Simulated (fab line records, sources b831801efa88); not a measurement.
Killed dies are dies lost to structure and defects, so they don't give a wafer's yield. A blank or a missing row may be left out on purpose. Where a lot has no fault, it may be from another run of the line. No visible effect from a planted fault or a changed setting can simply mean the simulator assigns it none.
fab line records	flow sky130
[record] lots = 7	wafers = 21	lastDay = 50
route steps=708 shown VIA1@467 PAD_OPEN@708
lots untouched by any fault: they come from a run of this same line in which no faults occurred
startH: hours from the record's first day to the start of the lot's first wafer shown	waitH: time in hours since the lot's previous step	" the same as in the row above	L1.1+2: a row that stands for several wafers	- value missing, or start not given	* or withheld: withheld	< > ~ a bound
route shown NAME@n: a module of which the file shows steps, and the number in the route of the first	usual: average and standard deviation across the fault-free wafers	same: alike in all rows	chamber/n: place in a boat	sites: per-site readings	_std_site: standard deviation across them	_edge_site: the outer-site mean with the inner-site mean subtracted	radiusMm: for every site, how far away it sits from the centre of the wafer	mask NAME#n: copy n	behind: the most recent tool/chamber to have shaped the wafer	hold: why the lot went on hold/how many hours it stayed there/how the hold came to an end	device: transistor that didn't switch, given as n, p or np	end of line: tests run on the same wafers once the route is complete	where a step has no rows: the recipe by itself	killed: not the wafer's yield, but the dies lost to structure and defects at the first sort	map: shows each die of a wafer: x if killed, . if not, _ if none is there
set.NAME: the setting as run; set.NAME@STEP: as run at that earlier step	model.NAME: the simulator's own value behind a step, which no gauge read
lots at some steps of the route; a table a step, a row a wafer
services: a tool's chamber out of use, with start hour (startH, from the record's first day; less than 0 if before it), hours out, and reason
[[steps]]
[step SKY_VIA1_EXPOSE_09]
[recipe] maskId = VIM	na = 0.8	sourceShape = annular	sigmaInner = 0.55	sigmaOuter = 0.85	targetCdNm = 150	doseMj = 38
[step SKY_VIA1_PEB_10]
[recipe] pebTempC = withheld	pebTimeS = withheld	resist = KrF-thick
[step SKY_VIA1_DEVELOP_11]
[recipe] developTimeS = 60	resist = KrF-thick	devTempC = 21
[step SKY_VIA1_CD_MEAS_12]
[recipe] targetCdNm = 150
[usual] cdNm = 150.2/1.8
lot.wafer	tool	chamber	startH	waitH	cdNm
L568.1	cdSem-02	-	833.72	-	148.6
L568.3	"	-	"	"	150.0
L568.6	"	-	"	"	147.8
L571.1	cdSem-02	-	845.08	-	150.1
L571.4	"	-	"	"	150.4
L571.6	"	-	"	"	149.2
L576.3	cdSem-01	-	871.22	-	147.5
L576.4	"	-	"	"	147.4
L576.6	"	-	"	"	149.5
L577.2	cdSem-02	-	885.11	-	148.7
L577.4	"	-	"	"	149.1
L577.5	"	-	"	"	148.9
L579.3	cdSem-02	-	887.72	-	151.2
L579.5	"	-	"	"	150.7
L579.6	"	-	"	"	151.3
L588.2	cdSem-01	-	955.94	-	152.5
L588.3	"	-	"	"	151.0
L588.4	"	-	"	"	152.6
L589.1	cdSem-01	-	958.02	-	151.6
L589.3	"	-	"	"	152.4
L589.4	"	-	"	"	150.0
[step SKY_VIA1_OVL_MEAS_13]
[usual] VIA1_OVL = -1/5.2
lot.wafer	tool	chamber	startH	waitH	VIA1_OVL[nm]
L568.1	overlay-01	-	833.84	0.1	-3
L568.3	"	-	"	"	6
L568.6	"	-	"	"	3
L571.1	overlay-01	-	845.20	0.1	-2
L571.4	"	-	"	"	1
L571.6	"	-	"	"	4
L576.3	overlay-01	-	871.31	0.1	-4
L576.4	"	-	"	"	-5
L576.6	"	-	"	"	1
L577.2	overlay-01	-	885.22	0.1	-5
L577.4	"	-	"	"	-3
L577.5	"	-	"	"	-13
L579.3	overlay-01	-	887.81	0.1	-8
L579.5	"	-	"	"	-8
L579.6	"	-	"	"	-7
L588.2	overlay-02	-	956.05	0.1	3
L588.3	"	-	"	"	3
L588.4	"	-	"	"	7
L589.1	overlay-02	-	958.14	0.1	-12
L589.3	"	-	"	"	-3
L589.4	"	-	"	"	2
[step SKY_VIA1_ETCH_14]
[recipe] chemistry = N2/H2	target = BARC	ionEnergyEv = 200	sourceW = 500	biasW = 100	pressureMtorr = 30	n2FlowSccm = 100	h2FlowSccm = 200	stopOn = SiO2	timeS = 45.9	targetDepthA = 600
[usual] drypumpMotorCurrentA = 6.0/0.34	oesProductAu = 0.856/0.005	throttleValvePct = 13.224/0.0095
lot.wafer	tool	chamber	startH	waitH	drypumpMotorCurrentA	oesProductAu	rfHoursCounterH	throttleValvePct
L568.1	rieDiel-03	1	833.87	0.0	6.6	0.867	10	13.214
L568.3	"	0	"	"	6.1	0.861	2	13.221
L568.6	"	1	"	"	6.7	0.857	-	13.228
L571.1	rieDiel-04	3	845.24	0.0	5.4	0.861	10	13.221
L571.4	"	0	"	"	6.2	0.843	7	13.215
L571.6	"	0	"	"	6.1	0.856	-	13.243
L576.3	rieDiel-03	0	871.34	0.0	6.1	0.861	3	13.215
L576.4	"	2	"	"	6.2	0.862	10	13.223
L576.6	"	0	"	"	6.1	0.853	-	13.226
L577.2	rieDiel-03	2	885.25	0.0	6.2	0.861	11	13.235
L577.4	"	3	"	"	5.8	0.854	8	13.218
L577.5	"	3	"	"	5.7	0.851	-	13.234
L579.3	rieDiel-02	3	887.83	0.0	5.5	0.861	3	13.227
L579.5	"	3	"	"	5.5	0.856	-	13.210
L579.6	"	0	"	"	6.2	0.861	-	13.204
L588.2	rieDiel-03	3	956.08	0.0	5.8	0.856	9	13.242
L588.3	"	1	"	"	6.7	0.851	13	13.229
L588.4	"	0	"	"	6.1	0.861	5	13.221
L589.1	rieDiel-02	2	958.18	0.0	5.8	0.851	19	13.232
L589.3	"	3	"	"	5.6	0.855	5	13.233
L589.4	"	1	"	"	5.7	0.859	11	13.216
[step SKY_VIA1_ETCH_15]
[recipe] target = SiO2	chemistry = C4F8/O2/Ar	targetDepthNm = 351	stopOn = TiN	maskMaterial = KrF-thick	sourceW = 1500	biasW = 1156	pressureMtorr = 40	c4f8FlowSccm = withheld	O2_flow_sccm = 6	Ar_flow_sccm = 300	timeS = 54
[usual] oesProductAu = 0.981/0.0052
lot.wafer	tool	chamber	startH	waitH	oesProductAu	rfHoursCounterH
L568.1	rieDiel-03	1	833.92	0.0	0.986	10
L568.3	"	0	"	"	0.988	2
L568.6	"	1	"	"	0.985	-
L571.1	rieDiel-04	3	845.28	0.0	0.982	10
L571.4	"	0	"	"	0.989	8
L571.6	"	0	"	"	0.980	-
L576.3	rieDiel-03	0	871.38	0.0	0.981	3
L576.4	"	2	"	"	0.972	10
L576.6	"	0	"	"	0.984	-
L577.2	rieDiel-03	2	885.29	0.0	0.975	11
L577.4	"	3	"	"	0.986	8
L577.5	"	3	"	"	0.985	-
L579.3	rieDiel-02	3	887.87	0.0	0.983	3
L579.5	"	3	"	"	0.975	-
L579.6	"	0	"	"	0.976	-
L588.2	rieDiel-03	3	956.12	0.0	0.982	10
L588.3	"	1	"	"	0.975	13
L588.4	"	0	"	"	0.982	5
L589.1	rieDiel-02	2	958.22	0.0	0.981	19
L589.3	"	3	"	"	0.971	5
L589.4	"	1	"	"	0.989	11
[step SKY_VIA1_STRIP_16]
[recipe] chemistry = O2/N2	powerW = 1400	pressureMtorr = 1500	platenTempC = withheld	o2FlowSccm = 3000	n2FlowSccm = 300	overashFraction = 0.5
[usual] drypumpMotorCurrentA = 5.75/0.17	oesProductAu = 0.416/0.0046	stripTimeToEndpointS = 4.461/0.018
lot.wafer	tool	chamber	startH	waitH	drypumpMotorCurrentA	oesProductAu	rfHoursCounterH	stripTimeToEndpointS
L568.1	plasmaAsher-02	1	833.96	0.0	5.85	0.420	67	4.479
L568.3	"	1	"	"	5.85	0.413	-	4.474
L568.6	"	1	"	"	5.84	0.416	-	4.471
L571.1	plasmaAsher-03	1	845.33	0.0	5.74	0.414	39	4.481
L571.4	"	0	"	"	5.62	0.420	-	4.479
L571.6	"	0	"	"	5.60	0.414	-	4.451
L576.3	plasmaAsher-03	0	871.46	0.1	5.62	0.408	-	4.462
L576.4	"	1	"	"	5.74	0.406	-	4.469
L576.6	"	1	"	"	5.74	0.417	-	4.454
L577.2	plasmaAsher-02	1	885.33	0.0	5.86	0.419	72	4.478
L577.4	"	1	"	"	5.86	0.422	-	4.468
L577.5	"	1	"	"	5.84	0.413	-	4.477
L579.3	plasmaAsher-02	0	887.95	0.1	5.61	0.414	-	4.448
L579.5	"	0	"	"	5.58	0.419	-	4.455
L579.6	"	1	"	"	5.84	0.415	-	4.437
L588.2	plasmaAsher-02	0	956.16	0.0	5.58	0.413	79	4.450
L588.3	"	1	"	"	5.88	0.416	-	4.432
L588.4	"	0	"	"	5.59	0.416	-	4.454
L589.1	plasmaAsher-02	1	958.26	0.0	5.85	0.417	79	4.480
L589.3	"	0	"	"	5.57	0.418	-	4.484
L589.4	"	1	"	"	5.88	0.409	-	4.462
[step SKY_VIA1_STRIP_17]
[recipe] chemistry = postEtchResidueRemover	timeS = 1200	tempC = 72.5
[step SKY_VIA1_CLEAN_18]
[recipe] chemistry = IPA	timeS = 180	tempC = 25
[step SKY_VIA1_CLEAN_19]
[recipe] chemistry = O3/DIW	dry = n2Spin
[step SKY_VIA1_SPUTTER_20]
[recipe] material = TiN	targetThkNm = 20	chamberPressurePa = 5	powerW = 4000	timeS = 80
[usual] cathodeDcPowerW = 4000.1/0.75	throttleValvePct = 29.9/1.2
lot.wafer	tool	chamber	startH	waitH	cathodeDcPowerW	throttleValvePct
L568.1	pvdSputter-01	-	834.56	0.0	4000.0	30.6
L568.3	"	-	"	"	4000.0	30.5
L568.6	"	-	"	"	4000.0	27.9
L571.1	pvdSputter-04	-	845.97	0.0	3999.8	30.3
L571.4	"	-	"	"	4000.3	31.2
L571.6	"	-	"	"	4001.2	30.0
L576.3	pvdSputter-02	-	872.03	0.0	4001.1	28.3
L576.4	"	-	"	"	3999.8	29.1
L576.6	"	-	"	"	4000.2	29.0
L577.2	pvdSputter-02	-	885.93	0.0	3999.3	29.5
L577.4	"	-	"	"	3999.9	32.0
L577.5	"	-	"	"	3999.3	28.1
L579.3	pvdSputter-01	-	888.51	0.0	4000.2	30.3
L579.5	"	-	"	"	3999.4	29.8
L579.6	"	-	"	"	3999.7	30.6
L588.2	pvdSputter-02	-	956.80	0.0	4001.0	29.4
L588.3	"	-	"	"	3999.7	31.8
L588.4	"	-	"	"	4000.4	28.2
L589.1	pvdSputter-04	-	958.86	0.0	4000.8	30.9
L589.3	"	-	"	"	3999.9	31.0
L589.4	"	-	"	"	4001.8	31.2
[step SKY_VIA1_CVD_21]
[recipe] material = W	targetThkNm = 270	timeS = 80.902	tempC = 400	pressureTorr = 40
[usual] heaterPowerW = 947/120
lot.wafer	tool	chamber	startH	waitH	heaterPowerW	model.W_of_VIA1_CVD_21.thkNm
L568.1	cvdW-02	1	834.62	0.0	907	271.4
L568.3	"	1	"	"	904	273.3
L568.6	"	1	"	"	875	272.2
L571.1	cvdW-01	1	846.03	0.0	855	267.9
L571.4	"	1	"	"	822	268.5
L571.6	"	1	"	"	850	268.1
L576.3	cvdW-02	0	872.12	0.1	1098	240.2
L576.4	"	1	"	"	923	243.2
L576.6	"	1	"	"	883	245.4
L577.2	cvdW-02	1	885.99	0.0	885	244.3
L577.4	"	0	"	"	1101	238.7
L577.5	"	0	"	"	1118	240.7
L579.3	cvdW-02	1	888.61	0.1	927	251.2
L579.5	"	0	"	"	1093	246.3
L579.6	"	1	"	"	911	247.6
L588.2	cvdW-01	0	956.86	0.0	776	274.8
L588.3	"	0	"	"	775	272.7
L588.4	"	1	"	"	849	280.5
L589.1	cvdW-02	0	958.93	0.0	1117	267.1
L589.3	"	0	"	"	1129	271.1
L589.4	"	1	"	"	891	272.7
[step SKY_VIA1_RS_MEAS_22]
[recipe] thkMeasGauge = four-point-probe	reads = W_of_VIA1_CVD_21+TiN_of_VIA1_SPUTTER_20
[usual] VIA1_W_RS = 0.424/0.0073
lot.wafer	tool	chamber	startH	waitH	VIA1_W_RS[ohm/sq]
L568.1	filmMetro-04	-	834.71	0.1	0.424
L568.3	"	-	"	"	0.422
L568.6	"	-	"	"	0.424
L571.1	filmMetro-01	-	846.12	0.1	0.430
L571.4	"	-	"	"	0.430
L571.6	"	-	"	"	0.430
L576.3	filmMetro-01	-	872.22	0.1	0.481
L576.4	"	-	"	"	0.476
L576.6	"	-	"	"	0.472
L577.2	filmMetro-01	-	886.10	0.1	0.473
L577.4	"	-	"	"	0.484
L577.5	"	-	"	"	0.481
L579.3	filmMetro-01	-	888.71	0.1	0.459
L579.5	"	-	"	"	0.468
L579.6	"	-	"	"	0.466
L588.2	filmMetro-04	-	956.97	0.1	0.419
L588.3	"	-	"	"	0.423
L588.4	"	-	"	"	0.409
L589.1	filmMetro-02	-	959.02	0.1	0.432
L589.3	"	-	"	"	0.425
L589.4	"	-	"	"	0.423
[step SKY_VIA1_THK_MEAS_23]
[recipe] thkMeasGauge = xrf	reads = W_of_VIA1_CVD_21
[usual] VIA1_W_THK = 272/5.4
lot.wafer	tool	chamber	startH	waitH	VIA1_W_THK[nm]
L568.1	filmMetro-04	-	834.83	0.1	273
L568.3	"	-	"	"	274
L568.6	"	-	"	"	273
L571.1	filmMetro-01	-	846.24	0.1	266
L571.4	"	-	"	"	267
L571.6	"	-	"	"	267
L576.3	filmMetro-01	-	872.32	0.1	239
L576.4	"	-	"	"	241
L576.6	"	-	"	"	244
L577.2	filmMetro-01	-	886.21	0.1	244
L577.4	"	-	"	"	237
L577.5	"	-	"	"	238
L579.3	filmMetro-01	-	888.81	0.1	249
L579.5	"	-	"	"	245
L579.6	"	-	"	"	246
L588.2	filmMetro-04	-	957.08	0.1	279
L588.3	"	-	"	"	276
L588.4	"	-	"	"	285
L589.1	filmMetro-02	-	959.14	0.1	269
L589.3	"	-	"	"	273
L589.4	"	-	"	"	275
[step SKY_VIA1_CMP_24]
[recipe] stopOn = SiO2	tOverpolishS = 15	downForcePsi = 3.5	platenRpm = 60	targetThkNm = 0	padVelocityMS = 0.94248
[usual] motorCurrentA = 11.0/0.8	timeToEndpointS = 65.5/2.8
lot.wafer	tool	chamber	startH	waitH	motorCurrentA	timeToEndpointS
L568.3	cmp-02	3	834.89	0.0	10.9	65.6
L568.1	"	0	"	"	11.7	68.3
L568.6	"	3	"	"	11.0	67.4
L571.4	cmp-02	0	846.40	0.1	11.5	61.2
L571.1	"	1	"	"	10.7	62.8
L571.6	"	3	"	"	10.8	60.8
L576.3	cmp-02	3	872.41	0.1	10.8	55.6
L576.4	"	0	"	"	11.7	56.3
L576.6	"	2	"	"	9.9	58.8
L577.2	cmp-01	0	887.52	1.3	9.8	57.1
L577.4	"	1	"	"	13.4	60.9
L577.5	"	0	"	"	10.4	60.2
L579.3	cmp-02	1	888.95	0.1	11.6	62.6
L579.6	"	3	"	"	10.7	62.5
L579.5	"	0	"	"	11.8	57.4
L588.2	cmp-02	0	957.40	0.3	12.1	64.3
L588.4	"	1	"	"	11.6	69.5
L588.3	"	2	"	"	9.9	67.2
L589.3	cmp-02	2	959.47	0.3	10.4	63.3
L589.4	"	3	"	"	11.0	60.6
L589.1	"	0	"	"	12.0	64.5
[step SKY_PAD_OPEN_PROBE_99]
[usual] defectLimitedYield = 82.3/1.9	killed_at_M0_to_M3 = 44/7.3	killed_at_M4_up = 3.4/1.7	killedAtContacts = 24/5.3	killedAtFrontEnd = 15/4.1	killedAtOther = 0.4/0.68	killedDies = 87/9.5	killedOpen = 48/7.1	killedShort = 39/5.8	sort_bin_3_pad_short = 0.8/0.39	sort_bin_5_function = 10.4/1.4	sort_bin_6_memory = 6.5/1.1	sortNPass = 405/9.5	sortYieldPct = 82.3/1.9
[same] grossDies = 492	killedAtBackSide = 0	sort_bin_4_leakage[%] = 0	sort_bin_8_speed[%] = 0
lot.wafer	tool	chamber	startH	waitH	defectLimitedYield[%]	killed_at_M0_to_M3	killed_at_M4_up	killedAtContacts	killedAtFrontEnd	killedAtOther	killedDies	killedOpen	killedShort	sort_bin_3_pad_short[%]	sort_bin_5_function[%]	sort_bin_6_memory[%]	sortNPass	sortYieldPct[%]
L568.1	prober-02	-	1105.01	0.1	80.9	45	3	31	15	0	94	54	40	0.8	10.6	7.7	398	80.9
L568.3	prober-02	-	1105.11	0.2	78.9	58	8	16	21	1	104	49	54	1.4	10.6	9.1	388	78.9
L568.6	prober-02	-	1105.26	0.2	81.1	46	5	28	14	0	93	49	41	1.0	12.0	5.9	399	81.1
L571.1	prober-01	-	1114.20	0.1	81.5	52	1	31	7	0	91	52	39	0.8	11.2	6.5	401	81.5
L571.4	prober-01	-	1114.35	0.2	81.5	43	5	26	16	1	91	50	41	1.0	8.7	8.7	401	81.5
L571.6	prober-01	-	1114.45	0.2	81.7	43	5	25	17	0	90	48	42	2.0	10.8	5.5	402	81.7
L576.3	prober-02	-	1135.14	0.2	83.9	36	4	21	17	1	79	38	41	0.8	9.3	5.9	413	83.9
L576.4	prober-02	-	1135.19	0.2	86.0	32	2	23	12	0	69	39	30	0.6	8.7	4.7	423	86.0
L576.6	prober-02	-	1135.29	0.2	81.1	46	4	27	16	0	93	46	47	1.2	12.4	5.3	399	81.1
L577.2	prober-02	-	1144.39	0.1	82.3	39	3	30	14	1	87	41	45	0.8	11.0	5.9	405	82.3
L577.4	prober-02	-	1144.49	0.2	81.5	36	5	29	21	0	91	50	40	1.4	10.8	6.3	401	81.5
L577.5	prober-02	-	1144.54	0.2	83.5	39	6	20	16	0	81	41	40	1.0	9.8	5.7	411	83.5
L579.3	prober-01	-	1147.69	0.2	85.4	34	2	22	13	1	72	39	32	1.0	7.5	6.1	420	85.4
L579.5	prober-01	-	1147.79	0.2	80.5	50	3	20	22	1	96	58	38	0.6	12.2	6.7	396	80.5
L579.6	prober-01	-	1147.84	0.2	82.9	34	4	28	18	0	84	45	38	0.8	9.3	6.9	408	82.9
L589.1	prober-01	-	1198.65	0.1	82.1	40	1	28	19	0	88	48	40	0.2	11.2	6.5	404	82.1
L589.3	prober-01	-	1198.75	0.2	84.3	38	2	32	5	0	77	46	31	0.4	9.6	5.7	415	84.3
L589.4	prober-01	-	1198.80	0.2	82.3	46	1	27	13	0	87	52	35	0.4	11.8	5.5	405	82.3
// killed by level:class
L568.1 CONTACT:geometricParticle:open=15 VIA1:geometricParticle:open=14 CONTACT:geometricParticle:short=8 VIA2:geometricParticle:open=7 VIA1:geometricParticle:short=5 FIELD_ISO:geometricParticle:open=4 METAL1:geometricParticle:short=4 POLY_GATE:geometricParticle:short=4
L568.3 VIA1:geometricParticle:open=10 VIA1:geometricParticle:short=9 METAL2:geometricParticle:short=8 VIA2:geometricParticle:open=8 CONTACT:geometricParticle:open=7 METAL1:geometricParticle:short=7 POLY_GATE:geometricParticle:short=6 POLY_GATE:geometricParticle:open=6
L568.6 VIA1:geometricParticle:open=10 CONTACT:geometricParticle:open=10 VIA2:geometricParticle:open=8 LI_CONTACT:geometricParticle:open=6 CONTACT:geometricParticle:short=6 VIA1:geometricParticle:short=5 METAL1:geometricParticle:short=5 LOCAL_INTERCONNECT:geometricParticle:short=4
L571.1 CONTACT:geometricParticle:open=14 VIA1:geometricParticle:open=10 VIA3:geometricParticle:open=9 VIA2:geometricParticle:open=7 VIA1:geometricParticle:short=6 LI_CONTACT:geometricParticle:short=6 LI_CONTACT:geometricParticle:open=5 VIA2:geometricParticle:short=5
L571.4 VIA3:geometricParticle:open=9 VIA1:geometricParticle:open=9 LI_CONTACT:geometricParticle:open=8 VIA2:geometricParticle:open=8 CONTACT:geometricParticle:open=5 VIA3:geometricParticle:short=5 FIELD_ISO:geometricParticle:short=4 METAL1:geometricParticle:short=4
L571.6 CONTACT:geometricParticle:open=11 VIA1:geometricParticle:open=8 VIA1:geometricParticle:short=7 LOCAL_INTERCONNECT:geometricParticle:short=6 VIA2:geometricParticle:open=6 FIELD_ISO:geometricParticle:open=5 METAL1:geometricParticle:short=5 VIA3:geometricParticle:open=5
L576.3 VIA3:geometricParticle:open=7 LI_CONTACT:geometricParticle:open=6 METAL2:geometricParticle:short=6 FIELD_ISO:geometricParticle:short=5 LI_CONTACT:geometricParticle:short=4 CONTACT:geometricParticle:short=4 CONTACT:geometricParticle:open=4 VIA1:geometricParticle:open=4
L576.4 VIA1:geometricParticle:open=12 CONTACT:geometricParticle:open=8 FIELD_ISO:geometricParticle:open=5 LI_CONTACT:geometricParticle:short=4 LI_CONTACT:geometricParticle:open=4 CONTACT:geometricParticle:short=4 METAL1:geometricParticle:short=4 POLY_GATE:geometricParticle:short=3
L576.6 VIA1:geometricParticle:open=14 LOCAL_INTERCONNECT:geometricParticle:short=9 CONTACT:geometricParticle:short=6 VIA2:geometricParticle:open=6 LI_CONTACT:geometricParticle:open=6 METAL2:geometricParticle:short=6 CONTACT:geometricParticle:open=5 METAL1:geometricParticle:short=5
L577.2 CONTACT:geometricParticle:open=10 LOCAL_INTERCONNECT:geometricParticle:short=7 LI_CONTACT:geometricParticle:open=6 CONTACT:geometricParticle:short=6 VIA1:geometricParticle:open=6 VIA2:geometricParticle:short=6 VIA3:geometricParticle:open=5 FIELD_ISO:geometricParticle:open=5
L577.4 CONTACT:geometricParticle:open=8 LI_CONTACT:geometricParticle:open=7 VIA3:geometricParticle:open=7 VIA1:geometricParticle:open=7 METAL2:geometricParticle:short=6 CONTACT:geometricParticle:short=6 POLY_GATE:geometricParticle:open=5 FIELD_ISO:geometricParticle:short=4
L577.5 CONTACT:geometricParticle:open=10 VIA1:geometricParticle:open=9 POLY_GATE:geometricParticle:short=6 VIA3:geometricParticle:open=6 VIA2:geometricParticle:short=5 FIELD_ISO:geometricParticle:short=4 VIA2:geometricParticle:open=4 METAL2:geometricParticle:short=4
L579.3 VIA1:geometricParticle:open=8 CONTACT:geometricParticle:open=7 VIA2:geometricParticle:open=7 POLY_GATE:geometricParticle:short=5 CONTACT:geometricParticle:short=5 LI_CONTACT:geometricParticle:open=4 LOCAL_INTERCONNECT:geometricParticle:short=4 METAL1:geometricParticle:short=4
L579.5 VIA3:geometricParticle:open=12 VIA1:geometricParticle:open=10 VIA2:geometricParticle:open=9 FIELD_ISO:geometricParticle:open=7 CONTACT:geometricParticle:open=7 FIELD_ISO:geometricParticle:short=5 POLY_GATE:geometricParticle:short=5 LI_CONTACT:geometricParticle:open=4
L579.6 CONTACT:geometricParticle:open=9 LI_CONTACT:geometricParticle:open=8 VIA1:geometricParticle:open=8 CONTACT:geometricParticle:short=8 METAL1:geometricParticle:short=7 FIELD_ISO:geometricParticle:open=6 POLY_GATE:geometricParticle:open=4 VIA3:geometricParticle:open=4
L589.1 VIA1:geometricParticle:open=15 LI_CONTACT:geometricParticle:open=7 FIELD_ISO:geometricParticle:short=6 POLY_GATE:geometricParticle:open=6 CONTACT:geometricParticle:open=6 CONTACT:geometricParticle:short=6 VIA2:geometricParticle:open=5 POLY_GATE:geometricParticle:short=4
L589.3 LI_CONTACT:geometricParticle:open=15 VIA1:geometricParticle:open=12 VIA2:geometricParticle:open=7 VIA3:geometricParticle:open=6 LOCAL_INTERCONNECT:geometricParticle:short=5 CONTACT:geometricParticle:short=5 VIA1:geometricParticle:short=4 LI_CONTACT:geometricParticle:short=3
L589.4 VIA1:geometricParticle:open=12 CONTACT:geometricParticle:open=11 METAL2:geometricParticle:short=7 FIELD_ISO:geometricParticle:open=6 LI_CONTACT:geometricParticle:open=6 CONTACT:geometricParticle:short=5 VIA1:geometricParticle:short=4 VIA2:geometricParticle:open=4
[[services]]
tool	chamber	startH	hours	kind
pvdSputter-04	-	813.47	4.0	repair
cmp-02	-	821.63	5.8	pm
plasmaAsher-02	-	846.21	5.5	repair
rieDiel-02	3	847.18	13.4	repair
rieDiel-03	0	854.62	2.7	repair
cvdW-01	1	860.58	-	calibration
cvdW-02	-	861.96	0.3	repair
cmp-01	-	883.55	3.3	repair
cmp-02	-	884.73	3.4	repair
cmp-01	-	889.07	6.7	repair
cmp-02	-	889.42	0.8	repair
rieDiel-03	1	893.60	2.9	repair
rieDiel-02	2	899.55	14.0	repair
rieDiel-03	3	901.98	11.4	repair
rieDiel-02	3	902.73	4.0	repair
cvdW-01	-	904.00	14.0	pm
cvdW-01	0	904.00	14.0	ventCycle
cvdW-01	1	904.00	14.0	ventCycle
cmp-01	-	912.00	4.0	pm
cmp-02	-	917.92	3.2	repair
cvdW-01	0	918.00	-	clean
cvdW-01	1	918.00	-	clean
rieDiel-03	-	955.67	0.3	repair
cmp-01	-	956.21	36.2	repair
[[key]]
[firstSign] step = SKY_VIA1_RS_MEAS_22	reading = VIA1_W_RS	direction = up	sigmas = 6.7	usual = 0.424	struck = 0.473
[effect] step = SKY_VIA1_THK_MEAS_23	reading = VIA1_W_THK	direction = down	sigmas = 5.4	usual = 272	struck = 242
[modelEffect] step = SKY_VIA1_CVD_21	value = W_of_VIA1_CVD_21.thkNm	without = 268.5	struck = 244.2
metAt SKY_VIA1_CVD_21
struckWafers L576.3,L576.4,L576.6,L577.2,L577.4,L577.5,L579.3,L579.5,L579.6
onsetBetween 834.62 872.12
[fault] kind = processParameterDrift	tool = cvdW-02	chamber = -	onsetH = 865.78	steps = SKY_VIA1_CVD_21	channel = targetThkNm	offset = -24.201	shape = step	endH = 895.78	actsIn = theseRecipesOnly	stated = 270
